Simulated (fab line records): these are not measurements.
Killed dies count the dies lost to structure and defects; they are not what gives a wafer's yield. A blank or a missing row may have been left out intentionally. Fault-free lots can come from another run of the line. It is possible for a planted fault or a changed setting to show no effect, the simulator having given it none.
Check of tool commonality    flow gf180mcu    13 lots, 39 wafers sampled

## WHY THIS WAS OPENED
On 2 of the 13 lots, a flag is raised at GF_HV_LDD_CD_MEAS_46 on the reading cd-nm. No-fault wafers: 399.7 nm, standard deviation 2.6.
Rule: a lot is flagged in two cases, either no wafer of it has a number, or all its wafers with numbers fall more than 4 standard deviations from that mean. As for the other lots, they are considered sound.

lot   measured      on         cd-nm (nm), wafer by wafer  flag
L320  day 12 09:04  cd-sem-02  395.4 395.1 398.8           
L321  day 12 14:49  cd-sem-02  395.3 399.1 396.5           
L322  day 12 19:17  cd-sem-01  401.2 403.2 404.5           
L323  day 13 08:38  cd-sem-01  397.0 395.1 396.8           
L324  day 13 18:01  cd-sem-01  399.5 394.3 399.5           
L325  day 14 06:18  cd-sem-02  400.6 403.1 403.7           
L327  day 14 14:11  cd-sem-01  403.9 403.6 405.1           
L328  day 15 01:29  cd-sem-02  403.0 402.3 403.4           
L329  day 15 10:38  cd-sem-02  401.1 399.3 398.8           
L338  day 18 07:56  cd-sem-02  428.3 429.8 429.3           FLAGGED
L339  day 18 16:47  cd-sem-01  425.2 423.4 425.2           FLAGGED
L341  day 19 09:09  cd-sem-02  398.4 399.3 400.5           
L342  day 19 15:59  cd-sem-01  406.5 405.1 401.1           
On average the flagged lots' numbers are 426.9 nm, which is +27.2 nm against the usual, or +10 standard deviations.

## LOT BY LOT: THE TOOL USED
The record holds 1 process step before the reading, out of a route of 602 steps. Read each cell as the tool, then ch plus the chambers that the sampled wafers visited, then the start.
lot   flag     GF_HV_LDD_EXPOSE_43
L320           iline-stepper-01 ch 0, day 11 23:07
L321           iline-stepper-02 ch 0, day 12 05:11
L322           iline-stepper-02 ch 0, day 12 09:56
L323           iline-stepper-01 ch 0, day 12 22:16
L324           iline-stepper-02 ch 0, day 13 08:11
L325           iline-stepper-02 ch 0, day 13 20:06
L327           iline-stepper-02 ch 0, day 14 04:22
L328           iline-stepper-01 ch 0, day 14 14:55
L329           iline-stepper-01 ch 0, day 14 23:56
L338  FLAGGED  iline-stepper-01 ch 0, day 17 19:44
L339  FLAGGED  iline-stepper-01 ch 0, day 18 05:11
L341           iline-stepper-02 ch 0, day 18 21:32
L342           iline-stepper-02 ch 0, day 19 04:08
What the steps here do:
- GF_HV_LDD_EXPOSE_43: exposes mask Pplus HV AREA, target cd 400 nm.
- GF_HV_LDD_CD_MEAS_46: target cd 400 nm.

## FLAGGED AGAINST TOTAL, ONE TOOL AT A TIME (gauges that did the reading follow at the end)
step                  tool              lots run  flagged  share of the flagged lots  sound lots run after its first flagged lot
GF_HV_LDD_EXPOSE_43   iline-stepper-01  6         2        all                        0
GF_HV_LDD_EXPOSE_43   iline-stepper-02  7         0        none                       -
GF_HV_LDD_CD_MEAS_46  cd-sem-01         6         1        some                       1 (L342)
GF_HV_LDD_CD_MEAS_46  cd-sem-02         7         1        some                       1 (L341)

## WHAT IS ALLOWED BY THE TABLE
In the table, 1 row covers all flagged lots: iline-stepper-01 at GF_HV_LDD_EXPOSE_43.
- iline-stepper-01 at GF_HV_LDD_EXPOSE_43: 2 of its 6 lots flagged. Last sound lot L329 at day 14 23:56, first flagged lot L338 at day 17 19:44; a fault beginning in between fits. Its own readings lie more than 4 standard deviations out on every wafer of the flagged lots: exposure-dose-mJ-cm2.
One tool is left: iline-stepper-01 at GF_HV_LDD_EXPOSE_43.

## WHAT THE SIMULATOR HAD PUT IN
Drift in process parameters on iline-stepper-01 at GF_HV_LDD_EXPOSE_43, starting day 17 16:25. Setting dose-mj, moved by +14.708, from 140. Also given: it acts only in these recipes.
Shown lots that were struck: L338, L339. This agrees with what the rule above found.
